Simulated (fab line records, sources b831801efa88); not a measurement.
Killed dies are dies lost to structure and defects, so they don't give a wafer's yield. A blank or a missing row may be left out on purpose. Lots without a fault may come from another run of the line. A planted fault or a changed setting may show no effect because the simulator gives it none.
fab line records | flow sky130
record lots=6 wafers=18 last_day=50
route steps=708 shown GATE_OXIDE@201 POLY_GATE@204 RES_PROTECT@206 PAD_OPEN@708
lots that met no fault: from a run of the same line without faults
start_h: hours from the record's first day to the start of the lot's first wafer shown | wait_h: hours since the lot's step before | " the same as in the row above | L1.1+2: a row that stands for several wafers | - no value, or no start given | * or withheld: withheld | < > ~ a bound
route shown NAME@n: a module of which the file shows steps, and the number in the route of the first | usual: mean/standard deviation of fault-free wafers | same: alike in all rows | chamber/n: place in a boat | sites: the reading at each site | _std_site: their standard deviation | _edge_site: outer sites' mean less inner sites' | radius_mm: how far each site lies from the wafer's centre | mask NAME#n: copy n | behind: the tool/chamber that last shaped the wafer | hold: why the lot was held/for how many hours/how that ended | device: the transistor (n, p or np) that didn't switch | end of line: the same wafers' tests at the end of the route | a step without rows: its recipe alone | killed: dies lost to structure and defects at the first sort, not the wafer's yield | map: a wafer's dies, x killed, . not, _ none there
set.NAME: the setting as run; set.NAME@STEP: as run at that earlier step | model.NAME: the simulator's own value behind a step, which no gauge read
lots at some steps of the route; a table a step, a row a wafer
services: from which hour (start_h, from the record's first day; less than 0 if before it) a tool's chamber was out of use, for how many hours, and why
## steps
# step SKY_GATE_OXIDE_TW_MEAS_14
# usual GATE_OXIDE_TW=223/3.4
# columns lot.wafer tool chamber start_h wait_h GATE_OXIDE_TW
L250.1 film_metro-01 - 314.52 0.1 225
L250.4 " - " " 224
L250.5 " - " " 225
L259.1 film_metro-03 - 384.55 0.1 226
L259.4 " - " " 229
L259.6 " - " " 227
L261.1 film_metro-04 - 409.31 0.1 219
L261.2 " - " " 220
L261.4 " - " " 219
L267.1 film_metro-01 - 466.16 0.1 225
L267.2 " - " " 225
L267.3 " - " " 226
L269.2 film_metro-04 - 476.92 0.1 219
L269.3 " - " " 219
L269.6 " - " " 220
L271.1 film_metro-01 - 492.89 0.1 227
L271.2 " - " " 226
L271.3 " - " " 227
# step SKY_GATE_OXIDE_CLEAN_15
# recipe chemistry=SC1/SC2 mix=1:4:20 temp_c=70 time_s=150 dry=n2_spin
# step SKY_GATE_OXIDE_OXIDATION_16
# recipe temp_c=800 ambient=O2 idle_temp_c=700 ramp_up_c_per_min=10 ramp_down_c_per_min=3 stabilise_s=600 purge_s=300 target_thk_a=35.7 ox_time_s=1915
# step SKY_POLY_GATE_CVD_00
# recipe material=poly-Si target_thk_nm=180 temp_c=620 time_s=720 pressure_mtorr=200
# step SKY_POLY_GATE_THK_MEAS_01
# recipe reads=poly-Si_of_POLY_GATE_CVD_00
# usual POLY_GATE_CVD_00_THK=181.1/1.5
# columns lot.wafer tool chamber start_h wait_h POLY_GATE_CVD_00_THK[nm]
L250.1 film_metro-01 - 318.67 0.0 181.8
L250.4 " - " " 180.8
L250.5 " - " " 181.4
L259.1 film_metro-04 - 387.96 0.0 180.9
L259.4 " - " " 180.7
L259.6 " - " " 179.2
L261.1 film_metro-04 - 412.15 0.0 179.6
L261.2 " - " " 179.7
L261.4 " - " " 179.3
L267.1 film_metro-02 - 480.96 0.0 179.9
L267.2 " - " " 179.3
L267.3 " - " " 180.9
L269.2 film_metro-02 - 481.03 0.1 181.5
L269.3 " - " " 180.4
L269.6 " - " " 180.4
L271.1 film_metro-01 - 495.73 0.0 182.9
L271.2 " - " " 184.8
L271.3 " - " " 183.9
# step SKY_RES_PROTECT_DEHYDRATE_00
# recipe temp_c=200 time_s=60
# step SKY_RES_PROTECT_HMDS_01
# recipe prime_time_s=60 prime_temp_c=120
# step SKY_RES_PROTECT_COAT_02
# recipe resist=NOVOLAK spin_rpm=3000 resist_thk_nm=1140
# step SKY_RES_PROTECT_SOFTBAKE_03
# recipe temp_c=90 time_s=60 resist=NOVOLAK
# step SKY_RES_PROTECT_EXPOSE_04
# recipe mask_id=RPM na=0.6 source_shape=conventional sigma_outer=0.6 polarization=unpolarized target_cd_nm=1270 dose_mj=131
# step SKY_RES_PROTECT_PEB_05
# recipe temp_c=withheld time_s=* resist=NOVOLAK
# step SKY_RES_PROTECT_DEVELOP_06
# recipe resist=NOVOLAK developer=TMAH develop_time_s=60 dev_temp_c=23
# step SKY_POLY_GATE_IMPLANT_02
# recipe species=P energy_kev=30 dose_cm2=7.7e+15 tilt_deg=0
# usual beam_energy_keV=30.001/0.0085
# columns lot.wafer tool chamber start_h wait_h beam_energy_keV model.implant.rp_nm model.implant.drp_nm
L250.1 implanter-01 0 344.57 0.1 29.993 36.54 16.6
L250.4 " 0 " " 29.999 36.54 16.6
L250.5 " 0 " " 29.996 36.54 16.6
L259.1 implanter-02 0 416.40 0.1 26.964 34.35 15.57
L259.4 " 0 " " 26.967 34.35 15.57
L259.6 " 0 " " 26.965 34.35 15.57
L261.1 implanter-02 0 441.75 0.1 26.956 34.46 15.57
L261.2 " 0 " " 26.961 34.46 15.57
L261.4 " 0 " " 26.961 34.46 15.57
L267.1 implanter-04 0 510.47 0.1 29.990 37.71 16.6
L267.2 " 0 " " 30.005 37.71 16.6
L267.3 " 0 " " 29.999 37.71 16.6
L269.2 implanter-02 0 511.10 0.1 29.982 37.3 16.6
L269.3 " 0 " " 29.989 37.3 16.6
L269.6 " 0 " " 30.006 37.3 16.6
L271.1 implanter-02 0 524.35 0.1 29.994 36.57 16.6
L271.2 " 0 " " 30.001 36.57 16.6
L271.3 " 0 " " 30.001 36.57 16.6
# step SKY_RES_PROTECT_STRIP_07
# recipe chemistry=O2/N2 power_w=1400 pressure_mtorr=1500 platen_temp_c=withheld o2_flow_sccm=3000 n2_flow_sccm=300 overash_fraction=0.5
# usual chamber_pressure_mTorr=1500.1/1.3 drypump_motor_current_A=5.7/0.43 n2_flow_sccm=300.2/0.95 oes_product_au=0.517/0.0047 strip_time_to_endpoint_s=23.29/0.035
# columns lot.wafer tool chamber start_h wait_h chamber_pressure_mTorr drypump_motor_current_A n2_flow_sccm oes_product_au rf_hours_counter_h strip_time_to_endpoint_s
L250.1 plasma_asher-03 0 344.72 0.1 1501.8 6.2 301.2 0.513 51 23.31
L250.4 " 0 " " 1500.4 6.2 300.7 0.513 - 23.32
L250.5 " 0 " " 1502.0 6.2 300.6 0.512 - 23.28
L259.1 plasma_asher-02 0 416.55 0.1 1499.8 5.2 301.0 0.535 30 22.40
L259.4 " 1 " " 1500.3 6.2 298.9 0.528 - 22.39
L259.6 " 1 " " 1501.3 6.2 299.9 0.523 - 22.42
L261.1 plasma_asher-02 1 441.90 0.1 1500.1 6.2 301.1 0.536 33 22.39
L261.2 " 0 " " 1499.7 5.1 300.2 0.527 33 22.36
L261.4 " 1 " " 1500.6 6.2 299.7 0.524 - 22.35
L267.1 plasma_asher-03 0 510.62 0.1 1500.3 6.2 299.1 0.513 67 23.31
L267.2 " 1 " " 1499.9 6.2 301.2 0.512 67 23.29
L267.3 " 0 " " 1501.2 6.2 299.9 0.518 - 23.29
L269.2 plasma_asher-01 0 511.22 0.1 1501.9 5.3 299.7 0.521 85 23.30
L269.3 " 0 " " 1500.9 5.3 301.0 0.512 - 23.32
L269.6 " 1 " " 1499.3 5.5 297.9 0.514 - 23.33
L271.1 plasma_asher-01 1 524.50 0.1 1499.7 5.5 300.7 0.528 86 23.25
L271.2 " 0 " " 1500.4 5.3 298.9 0.517 86 23.27
L271.3 " 1 " " 1499.8 5.5 300.8 0.511 - 23.29
# step SKY_RES_PROTECT_TW_MEAS_08
# usual POLY_GATE_TW=4089/31
# columns lot.wafer tool chamber start_h wait_h POLY_GATE_TW
L250.1 film_metro-03 - 344.82 0.1 4122
L250.4 " - " " 4114
L250.5 " - " " 4118
L259.1 film_metro-01 - 416.65 0.1 3986
L259.4 " - " " 3965
L259.6 " - " " 3984
L261.1 film_metro-03 - 442.00 0.1 4041
L261.2 " - " " 4038
L261.4 " - " " 4030
L267.1 film_metro-03 - 510.72 0.1 4139
L267.2 " - " " 4132
L267.3 " - " " 4095
L269.2 film_metro-01 - 511.33 0.1 4050
L269.3 " - " " 4069
L269.6 " - " " 4067
L271.1 film_metro-01 - 524.60 0.1 4044
L271.2 " - " " 4061
L271.3 " - " " 4029
# step SKY_RES_PROTECT_CLEAN_09
# recipe chemistry=SC1/SC2 mix=1:4:20 temp_c=70 time_s=150 dry=n2_spin
# step SKY_PAD_OPEN_PROBE_99
# usual killed_at_M0_to_M3=44/6.4 killed_at_M4_up=3.0/1.8 killed_at_contacts=24/5 killed_at_front_end=16/4.3 killed_at_other=0.4/0.76 killed_dies=88/8.6 killed_open=47/7.2 killed_short=40/5.5
# same gross_dies=492 killed_at_back_side=0
# columns lot.wafer tool chamber start_h wait_h killed_at_M0_to_M3 killed_at_M4_up killed_at_contacts killed_at_front_end killed_at_other killed_dies killed_open killed_short
L250.1 prober-02 - 1077.92 0.1 37 6 15 20 3 81 40 39
L250.4 prober-02 - 1078.07 0.2 33 2 27 12 0 74 38 36
L250.5 prober-02 - 1078.12 0.2 53 2 26 20 1 102 56 45
L259.1 prober-01 - 1126.70 0.1 46 0 28 11 0 85 36 48
L259.4 prober-01 - 1126.85 0.2 54 2 19 13 0 88 59 29
L259.6 prober-01 - 1126.95 0.2 40 0 28 18 0 86 51 34
L261.1 prober-01 - 1139.22 0.1 42 5 21 13 0 81 41 39
L261.2 prober-01 - 1139.27 0.1 36 4 24 13 0 77 39 37
L261.4 prober-01 - 1139.37 0.2 42 4 26 13 2 87 41 45
L267.1 prober-02 - 1180.17 0.1 38 1 27 23 0 89 49 40
L267.2 prober-02 - 1180.22 0.1 54 3 33 19 1 110 63 47
L267.3 prober-02 - 1180.27 0.2 43 2 21 21 0 87 44 43
L269.2 prober-01 - 1183.51 0.1 51 3 23 21 1 99 48 51
L269.3 prober-01 - 1183.56 0.2 56 2 12 20 0 90 48 42
L269.6 prober-01 - 1183.71 0.2 42 3 20 16 0 81 45 36
L271.1 prober-01 - 1191.87 0.1 46 3 22 17 1 89 43 45
L271.2 prober-01 - 1191.92 0.1 44 6 22 9 0 81 40 41
L271.3 prober-01 - 1191.97 0.2 43 2 19 16 3 83 42 39
# killed by level:class
L250.1 VIA1:geometric_particle:open=8 CONTACT:geometric_particle:open=7 METAL2:geometric_particle:short=7 FIELD_ISO:geometric_particle:open=5 METAL1:geometric_particle:short=5 VIA3:geometric_particle:open=4 VIA2:geometric_particle:open=4 METAL4:geometric_particle:short=4
L250.4 CONTACT:geometric_particle:open=12 VIA1:geometric_particle:open=9 CONTACT:geometric_particle:short=7 FIELD_ISO:geometric_particle:short=5 METAL1:geometric_particle:short=5 VIA2:geometric_particle:open=5 LOCAL_INTERCONNECT:geometric_particle:short=4 VIA2:geometric_particle:short=4
L250.5 VIA2:geometric_particle:open=10 VIA3:geometric_particle:open=10 FIELD_ISO:geometric_particle:open=9 LI_CONTACT:geometric_particle:open=9 CONTACT:geometric_particle:open=6 VIA1:geometric_particle:open=6 METAL3:geometric_particle:short=5 POLY_GATE:geometric_particle:short=5
L259.1 VIA1:geometric_particle:open=11 CONTACT:geometric_particle:open=9 METAL2:geometric_particle:short=8 CONTACT:geometric_particle:short=6 METAL1:geometric_particle:short=6 LOCAL_INTERCONNECT:geometric_particle:short=5 VIA1:geometric_particle:short=5 FIELD_ISO:geometric_particle:short=4
L259.4 VIA1:geometric_particle:open=14 VIA3:geometric_particle:open=9 LI_CONTACT:geometric_particle:open=8 VIA2:geometric_particle:open=8 METAL1:geometric_particle:short=7 FIELD_ISO:geometric_particle:open=6 CONTACT:geometric_particle:open=5 METAL2:geometric_particle:short=5
L259.6 CONTACT:geometric_particle:open=11 VIA1:geometric_particle:open=10 VIA3:geometric_particle:open=9 LI_CONTACT:geometric_particle:open=8 FIELD_ISO:geometric_particle:short=6 POLY_GATE:geometric_particle:short=5 METAL1:geometric_particle:short=5 VIA1:geometric_particle:short=5
L261.1 VIA1:geometric_particle:short=10 VIA1:geometric_particle:open=8 CONTACT:geometric_particle:open=7 LI_CONTACT:geometric_particle:open=6 VIA2:geometric_particle:open=6 METAL2:geometric_particle:short=4 CONTACT:geometric_particle:short=4 METAL1:geometric_particle:short=4
L261.2 METAL1:geometric_particle:short=10 VIA1:geometric_particle:open=10 CONTACT:geometric_particle:open=8 POLY_GATE:geometric_particle:short=5 LI_CONTACT:geometric_particle:open=5 VIA2:geometric_particle:open=4 VIA3:geometric_particle:short=4 POLY_GATE:geometric_particle:open=3
L261.4 VIA1:geometric_particle:open=13 CONTACT:geometric_particle:open=9 METAL1:geometric_particle:short=9 LI_CONTACT:geometric_particle:short=6 VIA1:geometric_particle:short=5 VIA3:geometric_particle:open=5 FIELD_ISO:geometric_particle:short=4 CONTACT:geometric_particle:short=4
L267.1 VIA1:geometric_particle:open=10 VIA3:geometric_particle:open=10 FIELD_ISO:geometric_particle:open=8 LOCAL_INTERCONNECT:geometric_particle:short=7 CONTACT:geometric_particle:short=6 CONTACT:geometric_particle:open=6 LI_CONTACT:geometric_particle:open=5 VIA3:geometric_particle:short=5
L267.2 LI_CONTACT:geometric_particle:open=16 VIA1:geometric_particle:open=15 POLY_GATE:geometric_particle:short=8 CONTACT:geometric_particle:open=8 METAL2:geometric_particle:short=8 VIA1:geometric_particle:short=7 VIA2:geometric_particle:open=7 METAL1:geometric_particle:short=6
L267.3 VIA3:geometric_particle:open=8 VIA1:geometric_particle:open=8 VIA2:geometric_particle:short=8 LI_CONTACT:geometric_particle:open=7 LOCAL_INTERCONNECT:geometric_particle:short=7 FIELD_ISO:geometric_particle:short=6 FIELD_ISO:geometric_particle:open=5 POLY_GATE:geometric_particle:open=4
L269.2 VIA1:geometric_particle:short=8 VIA1:geometric_particle:open=8 VIA2:geometric_particle:open=8 VIA3:geometric_particle:open=7 LI_CONTACT:geometric_particle:open=6 METAL2:geometric_particle:short=6 POLY_GATE:geometric_particle:open=5 LI_CONTACT:geometric_particle:short=5
L269.3 VIA1:geometric_particle:open=14 VIA1:geometric_particle:short=9 FIELD_ISO:geometric_particle:open=6 VIA3:geometric_particle:open=6 METAL2:geometric_particle:short=6 VIA2:geometric_particle:open=6 POLY_GATE:geometric_particle:open=5 LI_CONTACT:geometric_particle:open=5
L269.6 VIA1:geometric_particle:open=13 CONTACT:geometric_particle:open=7 VIA2:geometric_particle:open=6 POLY_GATE:geometric_particle:short=5 VIA3:geometric_particle:open=5 METAL1:geometric_particle:short=5 METAL2:geometric_particle:short=5 FIELD_ISO:geometric_particle:open=4
L271.1 VIA1:geometric_particle:open=10 LI_CONTACT:geometric_particle:open=9 VIA1:geometric_particle:short=8 VIA3:geometric_particle:open=7 METAL2:geometric_particle:short=6 LOCAL_INTERCONNECT:geometric_particle:short=5 METAL1:geometric_particle:short=5 VIA2:geometric_particle:open=5
L271.2 VIA1:geometric_particle:open=10 LI_CONTACT:geometric_particle:open=9 METAL2:geometric_particle:short=7 VIA3:geometric_particle:open=6 VIA1:geometric_particle:short=5 LOCAL_INTERCONNECT:geometric_particle:short=4 METAL4:geometric_particle:short=4 LI_CONTACT:geometric_particle:short=3
L271.3 VIA1:geometric_particle:open=11 CONTACT:geometric_particle:open=7 METAL2:geometric_particle:short=7 VIA2:geometric_particle:open=7 FIELD_ISO:geometric_particle:short=6 METAL1:geometric_particle:short=6 LI_CONTACT:geometric_particle:open=5 LOCAL_INTERCONNECT:geometric_particle:short=4
## services
# columns tool chamber start_h hours kind
plasma_asher-02 - 328.95 5.1 repair
plasma_asher-02 - 343.80 2.8 pm
implanter-01 - 354.64 6.5 pm
implanter-01 - 368.22 3.6 repair
implanter-02 - 378.81 3.5 repair
implanter-02 - 379.05 2.3 repair
plasma_asher-01 - 380.61 15.6 pm
implanter-02 - 399.87 3.8 pm
plasma_asher-03 - 414.37 14.3 repair
implanter-04 - 422.54 3.0 pm
implanter-04 - 434.55 1.2 repair
implanter-02 - 444.02 4.9 pm
implanter-02 - 456.54 6.3 repair
plasma_asher-02 - 470.61 3.7 repair
implanter-04 - 475.26 3.5 repair
implanter-01 - 522.53 4.2 repair
## key
first_sign step=SKY_POLY_GATE_IMPLANT_02 reading=beam_energy_keV direction=down sigmas=99+ usual=* struck=*
effect step=SKY_RES_PROTECT_STRIP_07 reading=strip_time_to_endpoint_s direction=down sigmas=26 usual=* struck=*
effect step=SKY_RES_PROTECT_TW_MEAS_08 reading=POLY_GATE_TW direction=down sigmas=2.7 usual=4089 struck=4007
model_effect step=SKY_POLY_GATE_IMPLANT_02 value=implant.rp_nm without=36.97 struck=34.4
met_at SKY_POLY_GATE_IMPLANT_02
struck_wafers L259.1,L259.4,L259.6,L261.1,L261.2,L261.4
tester_left_out L259,L261
fault kind=process_parameter_drift tool=implanter-02 chamber=- onset_h=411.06 steps=SKY_POLY_GATE_IMPLANT_02 channel=energy_kev offset=* shape=step end_h=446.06 acts_in=* stated=*
# tester_left_out: of these lots the tester's yield and bins aren't shown, on N5 and GAA mostly nor the transistor test; their killed dies are dies lost to structure and defects alone, not to doping, threshold or leakage, so they don't give the yield
